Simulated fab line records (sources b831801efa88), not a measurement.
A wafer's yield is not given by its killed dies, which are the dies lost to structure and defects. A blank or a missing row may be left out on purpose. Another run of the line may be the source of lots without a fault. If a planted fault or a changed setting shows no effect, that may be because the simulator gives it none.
Which tool is to blame?    flow sfq-line    42 wafers from 14 lots sampled at 4 of the route's 325 steps

== WHAT THE GAUGES READ, wafer by wafer ==
Not one reading of a measure or inspect step in the record can be checked against a usual standard deviation.

== WHAT TOOL EACH LOT RAN ON (gives the tool, then ch and the chambers of the sampled wafers, and finally the start) ==
lot   SFQ_TRILAYER_L0_VIA_LITHO_COAT_013  SFQ_TRILAYER_I0_METRO_MEASURE_029  SFQ_TRILAYER_M3_STRIP_STRIP_079    SFQ_TRILAYER_M5_STRIP_STRIP_127
L947  litho-track-04 ch 0, day 3 11:10    film-metro-02, day 10 05:31        rie-metal-01 ch 0,1, day 27 13:32  rie-metal-02 ch 0,1, day 46 02:47
L948  litho-track-03 ch 0, day 3 16:52    film-metro-04, day 10 20:45        rie-metal-04 ch 0,1, day 27 18:32  rie-metal-03 ch 0,1, day 47 00:34
L951  litho-track-03 ch 0, day 4 14:04    film-metro-01, day 12 06:19        rie-metal-02 ch 0,1, day 35 23:40  rie-metal-04 ch 0,1, day 59 15:02
L952  litho-track-02 ch 0, day 4 21:22    film-metro-01, day 12 20:02        rie-metal-04 ch 0,1, day 36 10:55  rie-metal-04 ch 0, day 59 23:38
L958  litho-track-04 ch 0, day 6 17:48    film-metro-01, day 15 09:54        rie-metal-01 ch 1, day 39 22:51    rie-metal-03 ch 0,1, day 64 01:08
L959  litho-track-03 ch 0, day 7 02:21    film-metro-02, day 16 04:55        rie-metal-02 ch 1, day 41 11:19    rie-metal-03 ch 1, day 64 11:56
L960  litho-track-03 ch 0, day 7 07:13    film-metro-01, day 16 09:23        rie-metal-01 ch 1, day 47 01:32    rie-metal-03 ch 0,1, day 65 06:04
L961  litho-track-03 ch 0, day 7 14:24    film-metro-02, day 16 13:34        rie-metal-01 ch 0,1, day 47 03:56  rie-metal-02 ch 0,1, day 65 09:40
L962  litho-track-03 ch 0, day 7 19:12    film-metro-01, day 16 16:34        rie-metal-04 ch 0,1, day 47 05:08  rie-metal-03 ch 0,1, day 65 16:52
L963  litho-track-02 ch 0, day 8 01:18    film-metro-02, day 16 17:31        rie-metal-02 ch 0,1, day 47 16:08  rie-metal-02 ch 0,1, day 65 18:16
L966  litho-track-04 ch 0, day 9 01:28    film-metro-02, day 16 22:34        rie-metal-02 ch 0,1, day 48 00:20  rie-metal-04 ch 0,1, day 66 15:40
L968  litho-track-04 ch 0, day 9 16:43    film-metro-04, day 17 04:22        rie-metal-02 ch 0,1, day 48 02:44  rie-metal-04 ch 0,1, day 67 02:28
L969  litho-track-04 ch 0, day 10 01:13   film-metro-04, day 17 07:46        rie-metal-04 ch 0,1, day 48 04:08  rie-metal-03 ch 0,1, day 67 09:52
L970  litho-track-04 ch 0, day 10 10:02   film-metro-01, day 17 08:31        rie-metal-02 ch 0,1, day 48 06:32  rie-metal-04 ch 0,1, day 67 13:28
- SFQ_TRILAYER_L0_VIA_LITHO_COAT_013: resist thk 650 nm.
- SFQ_TRILAYER_I0_METRO_MEASURE_029
- SFQ_TRILAYER_M3_STRIP_STRIP_079: strips in O2.
- SFQ_TRILAYER_M5_STRIP_STRIP_127: strips in O2.

== WHAT THE TOOLS THEMSELVES READ (means of the sampled wafers that have a number; where no wafer has one, the mark that the record gives instead) ==
SFQ_TRILAYER_L0_VIA_LITHO_COAT_013.
lot   tool            spin-speed-rpm (rpm)
L947  litho-track-04  2999.7
L948  litho-track-03  3000.2
L951  litho-track-03  3000.5
L952  litho-track-02  3000.7
L958  litho-track-04  2998.5
L959  litho-track-03  3001.4
L960  litho-track-03  3000.6
L961  litho-track-03  2703.1
L962  litho-track-03  2703.5
L963  litho-track-02  3000.8
L966  litho-track-04  2998.4
L968  litho-track-04  2999.4
L969  litho-track-04  2998.1
L970  litho-track-04  3000.5

SFQ_TRILAYER_I0_METRO_MEASURE_029.
lot   tool           thk-nm (nm)
L947  film-metro-02  204.3
L948  film-metro-04  203.7
L951  film-metro-01  202.9
L952  film-metro-01  203.4
L958  film-metro-01  203.7
L959  film-metro-02  203.7
L960  film-metro-01  204.5
L961  film-metro-02  204.3
L962  film-metro-01  203.7
L963  film-metro-02  205.0
L966  film-metro-02  203.8
L968  film-metro-04  204.7
L969  film-metro-04  205.5
L970  film-metro-01  205.9

SFQ_TRILAYER_M3_STRIP_STRIP_079.
lot   tool          drypump-motor-current-A (A)  he-backside-leak-sccm (sccm)  oes-product-au (a.u.)
L947  rie-metal-01  5.9                          3.41                          1.002
L948  rie-metal-04  5.1                          3.35                          1.000
L951  rie-metal-02  5.8                          3.36                          0.997
L952  rie-metal-04  5.4                          3.31                          1.000
L958  rie-metal-01  6.2                          3.58                          0.996
L959  rie-metal-02  5.2                          4.07                          0.994
L960  rie-metal-01  6.2                          3.41                          1.005
L961  rie-metal-01  5.6                          3.41                          1.011
L962  rie-metal-04  5.1                          3.41                          1.003
L963  rie-metal-02  5.8                          3.34                          0.998
L966  rie-metal-02  5.5                          3.71                          0.999
L968  rie-metal-02  5.5                          3.65                          1.003
L969  rie-metal-04  5.5                          3.36                          0.997
L970  rie-metal-02  5.5                          3.53                          0.990

SFQ_TRILAYER_M5_STRIP_STRIP_127.
lot   tool          drypump-motor-current-A (A)  he-backside-leak-sccm (sccm)  oes-product-au (a.u.)
L947  rie-metal-02  5.8                          3.36                          0.991
L948  rie-metal-03  6.3                          3.58                          0.999
L951  rie-metal-04  5.1                          4.19                          1.003
L952  rie-metal-04  4.8                          3.33                          1.000
L958  rie-metal-03  6.3                          3.43                          0.995
L959  rie-metal-03  6.1                          3.47                          0.996
L960  rie-metal-03  6.4                          3.50                          0.996
L961  rie-metal-02  5.5                          3.81                          0.993
L962  rie-metal-03  6.3                          3.52                          0.994
L963  rie-metal-02  5.8                          3.42                          0.995
L966  rie-metal-04  5.5                          3.32                          0.996
L968  rie-metal-04  5.5                          3.29                          1.004
L969  rie-metal-03  6.3                          3.47                          0.998
L970  rie-metal-04  5.1                          3.34                          1.005

== THE ANSWER, worked out from the rows above alone ==
Rule: the lots themselves supply what counts as usual. Put in order of their means at a reading, lots are off if they are a third of the lots or fewer, leave a main group of 4 or more, and stand apart from it by a gap of 3 or more times the standard deviation of the main group's means; of several such gaps the widest counts. A main group whose means are all the same, to the digits that the tables above print for the reading, isn't used. Also off: a lot with no number at a reading for which 4 or more lots have one. All remaining lots with rows at the step are treated as sound. Order of review: gauges by route order, followed by the tools' own readings, for which a lot's mean as printed above is used. At the first step where some lot is off, the reading lying furthest off is the one used; lots without a number count as furthest.
Off, at SFQ_TRILAYER_L0_VIA_LITHO_COAT_013 on spin-speed-rpm: L961, L962. The main group: mean 2999.9 rpm, standard deviation 1.
A tool fits if, at that step or a process step before it, it ran every lot that is off, and no sound lot after the first of them. One fits: SFQ_TRILAYER_L0_VIA_LITHO_COAT_013 on litho-track-03. A fault onset in the window from L960 (day 7 07:13, its last sound lot) to L961 (day 7 14:24, its first lot off) fits.
On the lots that are off, the tool's own readings at SFQ_TRILAYER_L0_VIA_LITHO_COAT_013 differ by more than 5 times the standard deviation of the sound lots' means, which bears it out; spin-speed-rpm reads 2703.3 rpm there versus 2999.9 rpm on the sound lots.

== WHAT THE SIMULATOR HAD INSERTED ==
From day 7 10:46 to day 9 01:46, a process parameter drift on litho-track-03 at SFQ_TRILAYER_L0_VIA_LITHO_COAT_013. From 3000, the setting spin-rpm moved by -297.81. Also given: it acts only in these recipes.
Shown lots that were struck: L961, L962. The rule above found the same.
